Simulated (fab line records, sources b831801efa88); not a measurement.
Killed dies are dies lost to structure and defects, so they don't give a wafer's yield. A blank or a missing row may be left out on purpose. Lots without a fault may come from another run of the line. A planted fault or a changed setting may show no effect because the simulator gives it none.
Which tool did it? | flow sky130 | 13 lots, 39 wafers sampled, at 2 steps of a route of 708

WHAT THE GAUGES READ, wafer by wafer
SKY_VIA1_RS_MEAS_22: measures by four-point-probe. Usual: VIA1_W_RS 0.425 ohm/sq, standard deviation 0.0094.
lot  | measured     | on            | VIA1_W_RS (ohm/sq) | flag
L883 | day 34 16:22 | film_metro-01 | 0.432 0.434 0.434  |
L884 | day 35 01:47 | film_metro-02 | 0.422 0.421 0.424  |
L886 | day 35 18:54 | film_metro-03 | 0.431 0.430 0.434  |
L887 | day 35 17:49 | film_metro-02 | 0.430 0.432 0.429  |
L888 | day 36 18:52 | film_metro-01 | 0.427 0.406 0.427  |
L889 | day 37 05:57 | film_metro-02 | 0.427 0.405 0.426  |
L890 | day 37 08:13 | film_metro-01 | 0.430 0.421 0.427  |
L891 | day 37 15:16 | film_metro-01 | 0.407 0.427 0.429  |
L893 | day 37 22:52 | film_metro-03 | 0.427 0.427 0.431  |
L901 | day 40 06:49 | film_metro-03 | 0.421 0.429 0.423  |
L902 | day 40 21:41 | film_metro-03 | 0.426 0.414 0.416  |
L903 | day 40 22:02 | film_metro-01 | 0.415 0.437 0.410  |
L904 | day 41 05:00 | film_metro-02 | 0.428 0.423 0.424  |

WHICH TOOL RAN EACH LOT (tool, then ch and the chambers of the sampled wafers, then the start)
lot  | SKY_RES_PROTECT_COAT_02
L883 | litho_track-04 ch 0, day 15 07:48
L884 | litho_track-02 ch 0, day 15 12:22
L886 | litho_track-03 ch 0, day 16 12:10
L887 | litho_track-02 ch 0, day 16 12:29
L888 | litho_track-03 ch 0, day 17 08:40
L889 | litho_track-02 ch 0, day 17 22:14
L890 | litho_track-03 ch 0, day 17 22:37
L891 | litho_track-02 ch 0, day 18 07:08
L893 | litho_track-04 ch 0, day 18 23:49
L901 | litho_track-03, day 21 18:25
L902 | litho_track-02, day 22 10:59
L903 | litho_track-02 ch 0, day 22 12:11
L904 | litho_track-03 ch 0, day 22 20:37
- SKY_RES_PROTECT_COAT_02: resist thk 1140 nm.

WHAT THE TOOLS THEMSELVES READ (means of the sampled wafers that have a number; where no wafer has one, the mark that the record gives instead)
SKY_RES_PROTECT_COAT_02. Usual: chill_plate_temp_C 22.99 C, standard deviation 0.1; dispense_pressure_kPa 52.6 kPa, standard deviation 2.6; resist_line_temp_C 22.99 C, standard deviation 0.11.
lot  | tool           | chill_plate_temp_C (C) | dispense_pressure_kPa (kPa) | resist_line_temp_C (C) | flag
L883 | litho_track-04 | 23.00                  | 56.6                        | 23.12                  |
L884 | litho_track-02 | 23.13                  | 51.2                        | 22.96                  |
L886 | litho_track-03 | 23.05                  | 50.6                        | 22.97                  |
L887 | litho_track-02 | 22.93                  | 51.2                        | 23.02                  |
L888 | litho_track-03 | 23.10                  | 50.7                        | 23.03                  |
L889 | litho_track-02 | 22.94                  | 51.1                        | 23.07                  |
L890 | litho_track-03 | 22.89                  | 50.7                        | 22.90                  |
L891 | litho_track-02 | 22.86                  | 51.1                        | 23.06                  |
L893 | litho_track-04 | 22.98                  | 56.5                        | 22.83                  |
L901 | litho_track-03 | -                      | -                           | -                      | OFF
L902 | litho_track-02 | -                      | -                           | -                      | OFF
L903 | litho_track-02 | 23.02                  | 51.2                        | 22.98                  |
L904 | litho_track-03 | 23.05                  | 50.6                        | 23.01                  |

THE ANSWER, worked out from the rows above alone
Rule: a lot is off if the mean of its wafers that have a number lies more than 3 standard deviations from the usual mean. A lot without any number at a reading at which 4 lots or more have one is off too. The other lots that the step has rows for count as sound. The gauges are gone through in route order, then the tools' own readings, and for those a lot's mean is taken as printed above. The first step at which some lot is off is used, and at that step the reading that is off furthest; a lot without a number counts as furthest.
Off: L901, L902, at SKY_RES_PROTECT_COAT_02 (chill_plate_temp_C). Without a number there: L901, L902.
A tool fits if, at that step or a process step before it, it ran every lot that is off, and no sound lot after the first of them. None of those tried fits.

WHAT THE SIMULATOR HAD PUT IN
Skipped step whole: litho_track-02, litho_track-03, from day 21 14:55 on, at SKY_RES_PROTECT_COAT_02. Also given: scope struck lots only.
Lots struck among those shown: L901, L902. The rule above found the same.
